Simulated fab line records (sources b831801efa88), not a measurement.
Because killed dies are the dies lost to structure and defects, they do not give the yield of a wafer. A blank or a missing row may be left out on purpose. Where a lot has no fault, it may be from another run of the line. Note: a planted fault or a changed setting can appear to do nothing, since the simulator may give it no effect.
fab line records + flow sky130
[record]
- lots = 11
- wafers = 33
- lastDay = 50
route steps=708 shown METAL3@532 CAPM@539 VIA3@574 PAD_OPEN@708
lots that met no fault: from a run of the same line without faults
startH: hours from the record's first day to the start of the lot's first wafer shown + waitH: hours elapsed since this lot's preceding step + " repeats the value in the row above + L1.1+2: several wafers, shown together as one row + - no value present, or no start provided + * or withheld: withheld + < > ~ a bound
route shown NAME@n: names a module that has steps shown in the file, with the first one's number in the route + usual: mean/standard deviation of fault-free wafers + same: alike in all rows + chamber/n: place in a boat + sites: readings site by site + _std_site: the standard deviation of these + _edge_site: the outer-site mean with the inner-site mean subtracted + radiusMm: for every site, how far away it sits from the centre of the wafer + mask NAME#n: copy n + behind: tool/chamber where the wafer was last shaped + hold: what put the lot on hold/how long, in hours/how the hold closed + device: the transistor (n, p or np) that didn't switch + end of line: at the end of the route, the tests of the same wafers + step lacking rows: just its recipe + killed: at the first sort, the dies lost to defects and structure; wafer yield is something else + map: the dies of a wafer, with x for killed, . for not killed, _ for no die there
set.NAME: the setting as run; set.NAME@STEP: as run at that earlier step + model.NAME: the simulator's own value behind a step, which no gauge read
one table for each step of the route and one row for each wafer, over a sample of lots
services: from which hour (startH, from the record's first day; less than 0 if before it) a tool's chamber was out of use, for how many hours, and why
[[steps]]
[step SKY_METAL3_SPUTTER_00]
[recipe]
- material = Ti
- targetThkNm = 15
- powerW = 3000
- timeS = 10
- chamberPressurePa = 0.4
[usual]
- throttleValvePct = 30.0/1.1
| lot.wafer | tool          | chamber | startH  | waitH | throttleValvePct |
|-----------|---------------|---------|---------|-------|------------------|
| L306.2    | pvdSputter-02 | -       | 881.53  | 0.2   | 28.9             |
| L306.3    | "             | -       | "       | "     | 30.8             |
| L306.5    | "             | -       | "       | "     | 31.0             |
| L309.1    | pvdSputter-02 | -       | 899.72  | 0.2   | 30.6             |
| L309.2    | "             | -       | "       | "     | 29.1             |
| L309.3    | "             | -       | "       | "     | 30.7             |
| L310.1    | pvdSputter-04 | -       | 907.54  | 0.2   | 28.2             |
| L310.4    | "             | -       | "       | "     | 29.3             |
| L310.6    | "             | -       | "       | "     | 29.4             |
| L312.2    | pvdSputter-04 | -       | 923.15  | 0.1   | 29.4             |
| L312.3    | "             | -       | "       | "     | 28.4             |
| L312.6    | "             | -       | "       | "     | 32.2             |
| L313.1    | pvdSputter-04 | -       | 930.09  | 0.2   | 32.2             |
| L313.3    | "             | -       | "       | "     | 29.3             |
| L313.4    | "             | -       | "       | "     | 29.3             |
| L314.2    | pvdSputter-04 | -       | 941.97  | 0.1   | 29.7             |
| L314.3    | "             | -       | "       | "     | 28.2             |
| L314.5    | "             | -       | "       | "     | 32.5             |
| L315.3    | pvdSputter-04 | -       | 945.58  | 0.2   | 29.8             |
| L315.4    | "             | -       | "       | "     | 28.3             |
| L315.6    | "             | -       | "       | "     | 28.1             |
| L322.1    | pvdSputter-02 | -       | 994.22  | 0.1   | 30.8             |
| L322.2    | "             | -       | "       | "     | 29.6             |
| L322.4    | "             | -       | "       | "     | 30.8             |
| L323.3    | pvdSputter-02 | -       | 998.19  | 0.2   | 29.6             |
| L323.5    | "             | -       | "       | "     | 28.8             |
| L323.6    | "             | -       | "       | "     | 29.6             |
| L324.3    | pvdSputter-03 | -       | 1008.82 | 0.1   | 30.5             |
| L324.4    | "             | -       | "       | "     | 30.8             |
| L324.5    | "             | -       | "       | "     | 31.3             |
| L325.2    | pvdSputter-03 | -       | 1012.60 | 0.2   | 30.8             |
| L325.3    | "             | -       | "       | "     | 31.0             |
| L325.4    | "             | -       | "       | "     | 29.0             |
[step SKY_METAL3_SPUTTER_04]
[recipe]
- material = TiN
- targetThkNm = 70
- powerW = 6500
- timeS = 58.3
- chamberPressurePa = 0.4
[usual]
- throttleValvePct = 30.0/1.1
| lot.wafer | tool          | chamber | startH  | waitH | throttleValvePct |
|-----------|---------------|---------|---------|-------|------------------|
| L306.2    | pvdSputter-02 | -       | 881.63  | 0.0   | 29.2             |
| L306.3    | "             | -       | "       | "     | 30.6             |
| L306.5    | "             | -       | "       | "     | 30.6             |
| L309.1    | pvdSputter-02 | -       | 899.83  | 0.0   | 30.6             |
| L309.2    | "             | -       | "       | "     | 29.1             |
| L309.3    | "             | -       | "       | "     | 31.0             |
| L310.1    | pvdSputter-04 | -       | 907.64  | 0.0   | 28.5             |
| L310.4    | "             | -       | "       | "     | 29.5             |
| L310.6    | "             | -       | "       | "     | 29.6             |
| L312.2    | pvdSputter-04 | -       | 923.26  | 0.0   | 29.4             |
| L312.3    | "             | -       | "       | "     | 28.2             |
| L312.6    | "             | -       | "       | "     | 32.0             |
| L313.1    | pvdSputter-04 | -       | 930.19  | 0.0   | 32.1             |
| L313.3    | "             | -       | "       | "     | 29.2             |
| L313.4    | "             | -       | "       | "     | 29.4             |
| L314.2    | pvdSputter-04 | -       | 942.07  | 0.0   | 29.5             |
| L314.3    | "             | -       | "       | "     | 28.1             |
| L314.5    | "             | -       | "       | "     | 32.1             |
| L315.3    | pvdSputter-04 | -       | 945.68  | 0.0   | 29.3             |
| L315.4    | "             | -       | "       | "     | 28.5             |
| L315.6    | "             | -       | "       | "     | 28.1             |
| L322.1    | pvdSputter-02 | -       | 994.32  | 0.0   | 30.8             |
| L322.2    | "             | -       | "       | "     | 29.4             |
| L322.4    | "             | -       | "       | "     | 31.0             |
| L323.3    | pvdSputter-02 | -       | 998.29  | 0.0   | 29.5             |
| L323.5    | "             | -       | "       | "     | 29.1             |
| L323.6    | "             | -       | "       | "     | 29.5             |
| L324.3    | pvdSputter-03 | -       | 1008.93 | 0.0   | 30.7             |
| L324.4    | "             | -       | "       | "     | 30.7             |
| L324.5    | "             | -       | "       | "     | 30.8             |
| L325.2    | pvdSputter-03 | -       | 1012.72 | 0.0   | 30.7             |
| L325.3    | "             | -       | "       | "     | 31.0             |
| L325.4    | "             | -       | "       | "     | 29.1             |
[step SKY_CAPM_SPUTTER_02]
[recipe]
- material = TiN
- targetThkNm = 200
- tempC = 300
- powerW = 6500
- timeS = 166.7
- chamberPressurePa = 0.4
[usual]
- throttleValvePct = 29.6/0.86
| lot.wafer | tool          | chamber | startH  | waitH | throttleValvePct |
|-----------|---------------|---------|---------|-------|------------------|
| L306.2    | pvdSputter-04 | -       | 881.76  | 0.0   | 29.3             |
| L306.3    | "             | -       | "       | "     | 28.4             |
| L306.5    | "             | -       | "       | "     | 29.5             |
| L309.1    | pvdSputter-01 | -       | 899.96  | 0.1   | 29.4             |
| L309.2    | "             | -       | "       | "     | 28.6             |
| L309.3    | "             | -       | "       | "     | 29.6             |
| L310.1    | pvdSputter-02 | -       | 907.77  | 0.1   | 29.1             |
| L310.4    | "             | -       | "       | "     | 30.9             |
| L310.6    | "             | -       | "       | "     | 29.0             |
| L312.2    | pvdSputter-01 | -       | 923.39  | 0.0   | 29.0             |
| L312.3    | "             | -       | "       | "     | 28.5             |
| L312.6    | "             | -       | "       | "     | 28.4             |
| L313.1    | pvdSputter-02 | -       | 930.33  | 0.1   | 29.7             |
| L313.3    | "             | -       | "       | "     | 30.4             |
| L313.4    | "             | -       | "       | "     | 28.8             |
| L314.2    | pvdSputter-01 | -       | 942.20  | 0.0   | 30.4             |
| L314.3    | "             | -       | "       | "     | 29.4             |
| L314.5    | "             | -       | "       | "     | 29.6             |
| L315.3    | pvdSputter-01 | -       | 945.81  | 0.0   | 28.5             |
| L315.4    | "             | -       | "       | "     | 29.6             |
| L315.6    | "             | -       | "       | "     | 29.3             |
| L322.1    | pvdSputter-01 | -       | 994.45  | 0.1   | 29.3             |
| L322.2    | "             | -       | "       | "     | 28.7             |
| L322.4    | "             | -       | "       | "     | 29.5             |
| L323.3    | pvdSputter-01 | -       | 998.42  | 0.0   | 29.3             |
| L323.5    | "             | -       | "       | "     | 28.5             |
| L323.6    | "             | -       | "       | "     | 29.4             |
| L324.3    | pvdSputter-01 | -       | 1009.07 | 0.0   | 28.5             |
| L324.4    | "             | -       | "       | "     | 30.5             |
| L324.5    | "             | -       | "       | "     | 30.4             |
| L325.2    | pvdSputter-01 | -       | 1012.85 | 0.0   | 30.3             |
| L325.3    | "             | -       | "       | "     | 29.2             |
| L325.4    | "             | -       | "       | "     | 29.5             |
[step SKY_METAL3_METAL_ETCH_18]
[recipe]
- targetDepthA = 8450
- stopOn = SiO2
- overEtchFrac = 0.3
- timeS = 183.1
- chemistry = Cl2/BCl3
- resistSidewallDeg = 88
- pressureMtorr = 10
- icpW = 900
- biasW = 48.5
- Cl2_flow_sccm = 60
- bcl3FlowSccm = 30
[usual]
- drypumpMotorCurrentA = 5.6/0.31
- heBacksideLeakSccm = 3.3/0.32
- oesProductAu = 0.866/0.0069
- throttleValvePct = 22.264/0.0087
| lot.wafer | tool        | chamber | startH  | waitH | drypumpMotorCurrentA | heBacksideLeakSccm | oesProductAu | rfHoursCounterH | throttleValvePct |
|-----------|-------------|---------|---------|-------|----------------------|--------------------|--------------|-----------------|------------------|
| L306.2    | rieMetal-02 | 0       | 931.88  | 0.0   | 5.3                  | 3.4                | 0.877        | 12              | 22.280           |
| L306.3    | "           | 0       | "       | "     | 5.3                  | 3.4                | 0.872        | -               | 22.269           |
| L306.5    | "           | 1       | "       | "     | 5.7                  | 3.4                | 0.860        | -               | 22.249           |
| L309.1    | rieMetal-03 | 1       | 950.02  | 0.0   | 5.8                  | 3.4                | 0.861        | 12              | 22.273           |
| L309.2    | "           | 0       | "       | "     | 5.6                  | 3.1                | 0.872        | 19              | 22.275           |
| L309.3    | "           | 0       | "       | "     | 5.6                  | 3.2                | 0.867        | -               | 22.273           |
| L310.1    | rieMetal-03 | 0       | 957.38  | 0.0   | 5.6                  | 3.2                | 0.874        | 19              | 22.252           |
| L310.4    | "           | 1       | "       | "     | 5.8                  | 3.6                | 0.854        | -               | 22.250           |
| L310.6    | "           | 0       | "       | "     | 5.6                  | 3.1                | 0.860        | -               | 22.260           |
| L312.2    | rieMetal-03 | 0       | 972.62  | 0.1   | 5.6                  | 3.1                | 0.864        | -               | 22.257           |
| L312.3    | "           | 0       | "       | "     | 5.6                  | 3.1                | 0.869        | -               | 22.284           |
| L312.6    | "           | 0       | "       | "     | 5.5                  | 2.9                | 0.860        | -               | 22.271           |
| L313.1    | rieMetal-01 | 0       | 979.87  | 0.0   | 6.0                  | 3.1                | 0.887        | 14              | 22.259           |
| L313.3    | "           | 0       | "       | "     | 6.0                  | 3.2                | 0.880        | -               | 22.274           |
| L313.4    | "           | 1       | "       | "     | 5.1                  | 3.2                | 0.883        | -               | 22.261           |
| L314.2    | rieMetal-03 | 1       | 990.83  | 0.0   | 5.8                  | 3.4                | 0.891        | 13              | 22.265           |
| L314.3    | "           | 1       | "       | "     | 5.8                  | 3.4                | 0.878        | -               | 22.282           |
| L314.5    | "           | 0       | "       | "     | 5.6                  | 3.1                | 0.887        | -               | 22.253           |
| L315.3    | rieMetal-02 | 1       | 994.37  | 0.1   | 5.6                  | 3.5                | 0.887        | -               | 22.278           |
| L315.4    | "           | 0       | "       | "     | 5.3                  | 3.4                | 0.888        | -               | 22.258           |
| L315.6    | "           | 1       | "       | "     | 5.6                  | 3.6                | 0.890        | -               | 22.264           |
| L322.1    | rieMetal-02 | 0       | 1040.82 | 0.0   | 5.3                  | 3.8                | 0.864        | 18              | 22.265           |
| L322.2    | "           | 1       | "       | "     | 5.7                  | 3.2                | 0.860        | 20              | 22.276           |
| L322.4    | "           | 0       | "       | "     | 5.3                  | 3.4                | 0.870        | -               | 22.270           |
| L323.3    | rieMetal-01 | 1       | 1045.72 | 0.1   | 5.2                  | 3.1                | 0.849        | -               | 22.277           |
| L323.5    | "           | 1       | "       | "     | 5.1                  | 6.5                | 0.865        | -               | 22.256           |
| L323.6    | "           | 0       | "       | "     | 6.0                  | 3.2                | 0.857        | -               | 22.253           |
| L324.3    | rieMetal-01 | 1       | 1054.52 | 0.1   | 5.1                  | 3.6                | 0.866        | -               | 22.259           |
| L324.4    | "           | 0       | "       | "     | 6.0                  | 3.1                | 0.865        | -               | 22.268           |
| L324.5    | "           | 0       | "       | "     | 6.0                  | 3.2                | 0.866        | -               | 22.262           |
| L325.2    | rieMetal-02 | 1       | 1057.22 | 0.0   | 5.7                  | 3.4                | 0.850        | 21              | 22.274           |
| L325.3    | "           | 0       | "       | "     | 5.3                  | 3.4                | 0.860        | -               | 22.250           |
| L325.4    | "           | 1       | "       | "     | 5.7                  | 3.5                | 0.864        | -               | 22.267           |
[step SKY_VIA3_THK_MEAS_01]
[recipe]
- reads = SiO2_of_VIA3_HDPCVD_00
[usual]
- VIA3_HDPCVD_THK = 1588/22
| lot.wafer | tool         | chamber | startH  | waitH | VIA3_HDPCVD_THK[nm] |
|-----------|--------------|---------|---------|-------|---------------------|
| L306.2    | filmMetro-02 | -       | 932.91  | 0.2   | 1612                |
| L306.3    | "            | -       | "       | "     | 1585                |
| L306.5    | "            | -       | "       | "     | 1589                |
| L309.1    | filmMetro-04 | -       | 951.04  | 0.1   | 1573                |
| L309.2    | "            | -       | "       | "     | 1590                |
| L309.3    | "            | -       | "       | "     | 1557                |
| L310.1    | filmMetro-04 | -       | 958.35  | 0.1   | 1574                |
| L310.4    | "            | -       | "       | "     | 1557                |
| L310.6    | "            | -       | "       | "     | 1601                |
| L312.2    | filmMetro-02 | -       | 973.77  | 0.2   | 1575                |
| L312.3    | "            | -       | "       | "     | 1575                |
| L312.6    | "            | -       | "       | "     | 1588                |
| L313.1    | filmMetro-02 | -       | 980.81  | 0.1   | 1571                |
| L313.3    | "            | -       | "       | "     | 1565                |
| L313.4    | "            | -       | "       | "     | 1571                |
| L314.2    | filmMetro-02 | -       | 991.82  | 0.1   | 1592                |
| L314.3    | "            | -       | "       | "     | 1622                |
| L314.5    | "            | -       | "       | "     | 1597                |
| L315.3    | filmMetro-03 | -       | 995.28  | 0.1   | 1549                |
| L315.4    | "            | -       | "       | "     | 1572                |
| L315.6    | "            | -       | "       | "     | 1541                |
| L322.1    | filmMetro-03 | -       | 1041.83 | 0.1   | 1577                |
| L322.2    | "            | -       | "       | "     | 1578                |
| L322.4    | "            | -       | "       | "     | 1568                |
| L323.3    | filmMetro-04 | -       | 1046.65 | 0.1   | 1559                |
| L323.5    | "            | -       | "       | "     | 1622                |
| L323.6    | "            | -       | "       | "     | 1578                |
| L324.3    | filmMetro-02 | -       | 1055.72 | 0.1   | 1613                |
| L324.4    | "            | -       | "       | "     | 1589                |
| L324.5    | "            | -       | "       | "     | 1573                |
| L325.2    | filmMetro-04 | -       | 1058.21 | 0.1   | 1630                |
| L325.3    | "            | -       | "       | "     | 1617                |
| L325.4    | "            | -       | "       | "     | 1608                |
[step SKY_PAD_OPEN_PROBE_99]
[usual]
- defectLimitedYield = 82.9/2
- killed_at_M0_to_M3 = 43/7
- killed_at_M4_up = 3.0/1.9
- killedAtContacts = 24/4.6
- killedAtFrontEnd = 15/4.1
- killedAtOther = 0.3/0.52
- killedDies = 84/9.7
- killedOpen = 46/6.9
- killedShort = 38/6.8
- sort_bin_3_pad_short = 0.8/0.41
- sort_bin_5_function = 10.2/1.5
- sort_bin_6_memory = 6.1/1.1
- sortNPass = 408/9.7
- sortYieldPct = 82.9/2
[same]
- grossDies = 492
- killedAtBackSide = 0
- sort_bin_4_leakage[%] = 0
- sort_bin_8_speed[%] = 0
| lot.wafer | tool      | chamber | startH  | waitH | defectLimitedYield[%] | killed_at_M0_to_M3 | killed_at_M4_up | killedAtContacts | killedAtFrontEnd | killedAtOther | killedDies | killedOpen | killedShort | sort_bin_3_pad_short[%] | sort_bin_5_function[%] | sort_bin_6_memory[%] | sortNPass | sortYieldPct[%] |
|-----------|-----------|---------|---------|-------|-----------------------|--------------------|-----------------|------------------|------------------|---------------|------------|------------|-------------|-------------------------|------------------------|----------------------|-----------|-----------------|
| L309.1    | prober-02 | -       | 1116.20 | 0.1   | 81.3                  | 53                 | 1               | 24               | 14               | 0             | 92         | 45         | 46          | 0.4                     | 9.8                    | 8.5                  | 400       | 81.3            |
| L309.2    | prober-02 | -       | 1116.25 | 0.1   | 79.5                  | 52                 | 2               | 26               | 21               | 0             | 101        | 53         | 47          | 0.6                     | 14.8                   | 5.1                  | 391       | 79.5            |
| L309.3    | prober-02 | -       | 1116.30 | 0.2   | 82.1                  | 40                 | 1               | 28               | 18               | 1             | 88         | 43         | 45          | 0.8                     | 10.4                   | 6.7                  | 404       | 82.1            |
| L312.2    | prober-01 | -       | 1133.83 | 0.1   | 79.3                  | 45                 | 4               | 37               | 15               | 1             | 102        | 57         | 44          | 0.8                     | 12.8                   | 7.1                  | 390       | 79.3            |
| L312.3    | prober-01 | -       | 1133.88 | 0.2   | 81.5                  | 48                 | 5               | 20               | 18               | 0             | 91         | 53         | 37          | 0.6                     | 11.2                   | 6.7                  | 401       | 81.5            |
| L312.6    | prober-01 | -       | 1134.03 | 0.2   | 85.2                  | 32                 | 4               | 24               | 13               | 0             | 73         | 42         | 31          | 0.8                     | 8.1                    | 5.9                  | 419       | 85.2            |
| L313.1    | prober-01 | -       | 1138.88 | 0.1   | 84.6                  | 36                 | 3               | 25               | 12               | 0             | 76         | 40         | 36          | 0.2                     | 9.6                    | 5.7                  | 416       | 84.6            |
| L313.3    | prober-01 | -       | 1138.98 | 0.2   | 80.7                  | 55                 | 2               | 22               | 16               | 0             | 95         | 53         | 41          | 1.0                     | 12.6                   | 5.7                  | 397       | 80.7            |
| L313.4    | prober-01 | -       | 1139.03 | 0.2   | 82.1                  | 48                 | 2               | 23               | 14               | 1             | 88         | 39         | 48          | 1.4                     | 11.0                   | 5.5                  | 404       | 82.1            |
| L314.2    | prober-02 | -       | 1145.73 | 0.1   | 81.3                  | 43                 | 2               | 30               | 17               | 0             | 92         | 47         | 45          | 1.2                     | 12.0                   | 5.5                  | 400       | 81.3            |
| L314.3    | prober-02 | -       | 1145.78 | 0.2   | 78.7                  | 55                 | 6               | 26               | 17               | 1             | 105        | 47         | 55          | 0.8                     | 11.2                   | 9.3                  | 387       | 78.7            |
| L314.5    | prober-02 | -       | 1145.88 | 0.2   | 83.3                  | 41                 | 3               | 25               | 12               | 1             | 82         | 44         | 36          | 0.8                     | 10.8                   | 5.1                  | 410       | 83.3            |
| L315.3    | prober-01 | -       | 1151.03 | 0.2   | 82.9                  | 47                 | 5               | 15               | 16               | 1             | 84         | 43         | 38          | 1.8                     | 10.0                   | 5.3                  | 408       | 82.9            |
| L315.4    | prober-01 | -       | 1151.08 | 0.2   | 85.2                  | 43                 | 4               | 13               | 13               | 0             | 73         | 45         | 27          | 1.0                     | 8.5                    | 5.3                  | 419       | 85.2            |
| L315.6    | prober-01 | -       | 1151.18 | 0.2   | 86.2                  | 33                 | 0               | 19               | 16               | 0             | 68         | 39         | 28          | 0.8                     | 8.7                    | 4.3                  | 424       | 86.2            |
| L323.3    | prober-01 | -       | 1188.63 | 0.2   | 86.4                  | 32                 | 3               | 22               | 8                | 2             | 67         | 37         | 29          | 0.8                     | 7.3                    | 5.5                  | 425       | 86.4            |
| L323.5    | prober-01 | -       | 1188.73 | 0.2   | 80.9                  | 45                 | 0               | 31               | 18               | 0             | 94         | 55         | 39          | 1.0                     | 12.8                   | 5.3                  | 398       | 80.9            |
| L323.6    | prober-01 | -       | 1188.78 | 0.2   | 86.2                  | 29                 | 8               | 22               | 9                | 0             | 68         | 34         | 34          | 1.2                     | 7.5                    | 5.1                  | 424       | 86.2            |
| L325.2    | prober-01 | -       | 1197.13 | 0.1   | 80.1                  | 51                 | 3               | 29               | 15               | 0             | 98         | 57         | 41          | 1.2                     | 11.2                   | 7.5                  | 394       | 80.1            |
| L325.3    | prober-01 | -       | 1197.18 | 0.2   | 87.2                  | 35                 | 1               | 17               | 10               | 0             | 63         | 25         | 38          | 0.8                     | 6.9                    | 5.1                  | 429       | 87.2            |
| L325.4    | prober-01 | -       | 1197.23 | 0.2   | 83.9                  | 48                 | 4               | 14               | 13               | 0             | 79         | 36         | 43          | 1.0                     | 8.5                    | 6.5                  | 413       | 83.9            |
// killed by level:class
L309.1 VIA2:geometricParticle:open=11 VIA1:geometricParticle:short=11 CONTACT:geometricParticle:open=10 VIA3:geometricParticle:open=7 METAL1:geometricParticle:short=6 CONTACT:geometricParticle:short=5 VIA2:geometricParticle:short=5 FIELD_ISO:geometricParticle:open=4
L309.2 CONTACT:geometricParticle:open=10 VIA1:geometricParticle:open=8 METAL1:geometricParticle:short=7 VIA2:geometricParticle:open=7 LI_CONTACT:geometricParticle:open=7 VIA1:geometricParticle:short=6 METAL2:geometricParticle:short=6 VIA3:geometricParticle:open=6
L309.3 LI_CONTACT:geometricParticle:open=9 CONTACT:geometricParticle:open=7 FIELD_ISO:geometricParticle:short=6 VIA1:geometricParticle:open=6 METAL1:geometricParticle:short=5 VIA2:geometricParticle:open=5 VIA1:geometricParticle:short=5 VIA3:geometricParticle:open=5
L312.2 VIA2:geometricParticle:open=14 CONTACT:geometricParticle:open=12 LOCAL_INTERCONNECT:geometricParticle:short=7 LI_CONTACT:geometricParticle:open=7 CONTACT:geometricParticle:short=7 FIELD_ISO:geometricParticle:open=6 METAL1:geometricParticle:short=6 VIA1:geometricParticle:open=6
L312.3 METAL2:geometricParticle:short=10 VIA2:geometricParticle:open=10 CONTACT:geometricParticle:open=9 LI_CONTACT:geometricParticle:open=7 VIA1:geometricParticle:open=6 VIA3:geometricParticle:open=6 POLY_GATE:geometricParticle:open=5 POLY_GATE:geometricParticle:short=4
L312.6 CONTACT:geometricParticle:open=10 VIA1:geometricParticle:open=7 LI_CONTACT:geometricParticle:short=6 LI_CONTACT:geometricParticle:open=5 VIA2:geometricParticle:open=5 METAL2:geometricParticle:short=5 VIA3:geometricParticle:open=4 VIA1:geometricParticle:short=4
L313.1 VIA1:geometricParticle:open=9 CONTACT:geometricParticle:open=7 VIA3:geometricParticle:open=7 LI_CONTACT:geometricParticle:open=6 LI_CONTACT:geometricParticle:short=5 LOCAL_INTERCONNECT:geometricParticle:short=4 FIELD_ISO:geometricParticle:short=3 CONTACT:geometricParticle:short=3
L313.3 CONTACT:geometricParticle:open=10 VIA1:geometricParticle:open=10 VIA3:geometricParticle:open=9 METAL2:geometricParticle:short=8 VIA2:geometricParticle:open=7 LI_CONTACT:geometricParticle:open=5 POLY_GATE:geometricParticle:short=4 CONTACT:geometricParticle:short=4
L313.4 FIELD_ISO:geometricParticle:short=7 CONTACT:geometricParticle:open=7 METAL1:geometricParticle:short=7 METAL3:geometricParticle:short=6 VIA1:geometricParticle:short=6 VIA1:geometricParticle:open=6 VIA2:geometricParticle:open=6 LI_CONTACT:geometricParticle:open=5
L314.2 LI_CONTACT:geometricParticle:open=9 CONTACT:geometricParticle:open=9 FIELD_ISO:geometricParticle:open=7 LOCAL_INTERCONNECT:geometricParticle:short=7 VIA1:geometricParticle:short=7 METAL2:geometricParticle:short=7 VIA2:geometricParticle:open=6 METAL1:geometricParticle:short=6
L314.3 VIA1:geometricParticle:open=15 METAL1:geometricParticle:short=9 CONTACT:geometricParticle:open=7 VIA1:geometricParticle:short=7 METAL2:geometricParticle:short=7 LI_CONTACT:geometricParticle:open=5 LI_CONTACT:geometricParticle:short=5 VIA3:geometricParticle:open=5
L314.5 CONTACT:geometricParticle:open=9 VIA1:geometricParticle:open=9 LI_CONTACT:geometricParticle:open=6 LOCAL_INTERCONNECT:geometricParticle:short=5 METAL1:geometricParticle:short=5 VIA2:geometricParticle:open=5 POLY_GATE:geometricParticle:open=4 CONTACT:geometricParticle:short=4
L315.3 VIA1:geometricParticle:open=11 VIA2:geometricParticle:open=11 METAL2:geometricParticle:short=10 FIELD_ISO:geometricParticle:open=5 CONTACT:geometricParticle:short=5 VIA1:geometricParticle:short=4 VIA3:geometricParticle:short=4 VIA3:geometricParticle:open=4
L315.4 VIA1:geometricParticle:open=14 CONTACT:geometricParticle:open=6 METAL1:geometricParticle:short=5 FIELD_ISO:geometricParticle:open=4 METAL1:geometricParticle:open=4 METAL2:geometricParticle:open=4 METAL2:geometricParticle:short=4 VIA2:geometricParticle:short=4
L315.6 VIA1:geometricParticle:open=8 LI_CONTACT:geometricParticle:open=6 CONTACT:geometricParticle:open=5 CONTACT:geometricParticle:short=5 VIA2:geometricParticle:open=5 VIA3:geometricParticle:open=5 POLY_GATE:geometricParticle:short=4 FIELD_ISO:geometricParticle:short=3
L323.3 CONTACT:geometricParticle:open=9 VIA1:geometricParticle:open=7 VIA2:geometricParticle:open=5 VIA3:geometricParticle:open=5 CONTACT:geometricParticle:short=4 VIA1:geometricParticle:short=4 FIELD_ISO:geometricParticle:open=3 LI_CONTACT:geometricParticle:open=3
L323.5 CONTACT:geometricParticle:open=12 VIA3:geometricParticle:open=8 FIELD_ISO:geometricParticle:open=7 VIA1:geometricParticle:open=7 LI_CONTACT:geometricParticle:open=6 VIA2:geometricParticle:open=6 LOCAL_INTERCONNECT:geometricParticle:short=5 VIA2:geometricParticle:short=5
L323.6 CONTACT:geometricParticle:open=8 METAL2:geometricParticle:short=7 LI_CONTACT:geometricParticle:open=6 VIA1:geometricParticle:open=5 METAL4:geometricParticle:short=5 VIA2:geometricParticle:short=4 POLY_GATE:geometricParticle:open=3 LOCAL_INTERCONNECT:geometricParticle:short=3
L325.2 LI_CONTACT:geometricParticle:open=13 VIA1:geometricParticle:open=12 CONTACT:geometricParticle:open=9 VIA2:geometricParticle:open=8 VIA1:geometricParticle:short=6 FIELD_ISO:geometricParticle:short=5 VIA3:geometricParticle:open=5 METAL1:geometricParticle:short=4
L325.3 METAL1:geometricParticle:short=10 VIA1:geometricParticle:open=7 METAL2:geometricParticle:short=6 FIELD_ISO:geometricParticle:short=5 LI_CONTACT:geometricParticle:open=5 CONTACT:geometricParticle:short=5 CONTACT:geometricParticle:open=4 METAL3:geometricParticle:short=3
L325.4 VIA1:geometricParticle:open=11 METAL2:geometricParticle:short=8 METAL1:geometricParticle:short=7 VIA2:geometricParticle:open=7 FIELD_ISO:geometricParticle:open=5 LOCAL_INTERCONNECT:geometricParticle:short=4 CONTACT:geometricParticle:short=4 VIA2:geometricParticle:short=4
[[services]]
| tool          | chamber | startH  | hours | kind                  |
|---------------|---------|---------|-------|-----------------------|
| rieMetal-02   | -       | 874.87  | 1.5   | repair                |
| rieMetal-02   | 1       | 876.18  | 1.9   | repair                |
| pvdSputter-01 | -       | 900.60  | 3.3   | repair                |
| rieMetal-03   | -       | 929.48  | 2.8   | pm                    |
| pvdSputter-02 | -       | 937.96  | 15.0  | repair                |
| rieMetal-03   | 1       | 971.58  | 15.1  | repair                |
| pvdSputter-03 | -       | 987.66  | 2.1   | repair                |
| pvdSputter-02 | 2       | 994.37  | -     | consumableReplace:kit |
| pvdSputter-02 | 2       | 994.37  | 18.0  | scheduledDown         |
| pvdSputter-02 | 2       | 994.37  | 18.0  | ventCycle             |
| pvdSputter-04 | 2       | 999.92  | -     | consumableReplace:kit |
| pvdSputter-04 | 2       | 999.92  | 18.0  | scheduledDown         |
| pvdSputter-04 | 2       | 999.92  | 18.0  | ventCycle             |
| rieMetal-02   | -       | 1011.53 | 0.3   | repair                |
| pvdSputter-03 | 3       | 1028.91 | -     | consumableReplace:kit |
| pvdSputter-03 | 3       | 1028.91 | 18.0  | scheduledDown         |
| pvdSputter-03 | 3       | 1028.91 | 18.0  | ventCycle             |
| pvdSputter-01 | -       | 1051.26 | 1.4   | repair                |
[[key]]
[firstSign]
- step = SKY_METAL3_METAL_ETCH_18
- reading = oesProductAu
- direction = up
- sigmas = 2.9
- usual = 0.866
- struck = 0.886
effect none on later readings
metAt SKY_METAL3_SPUTTER_04
struckLots L313,L314,L315
notActingAt SKY_METAL3_SPUTTER_00,SKY_CAPM_SPUTTER_02,SKY_VIA3_THK_MEAS_01
onsetBetween 923.26 930.19
[fault]
- kind = processParameterDrift
- tool = pvdSputter-04
- chamber = -
- onsetH = 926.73
- steps = SKY_METAL3_SPUTTER_04
- channel = targetThkNm
- offset = 36.903
- shape = step
- endH = 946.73
- actsIn = theseRecipesOnly
- stated = 70
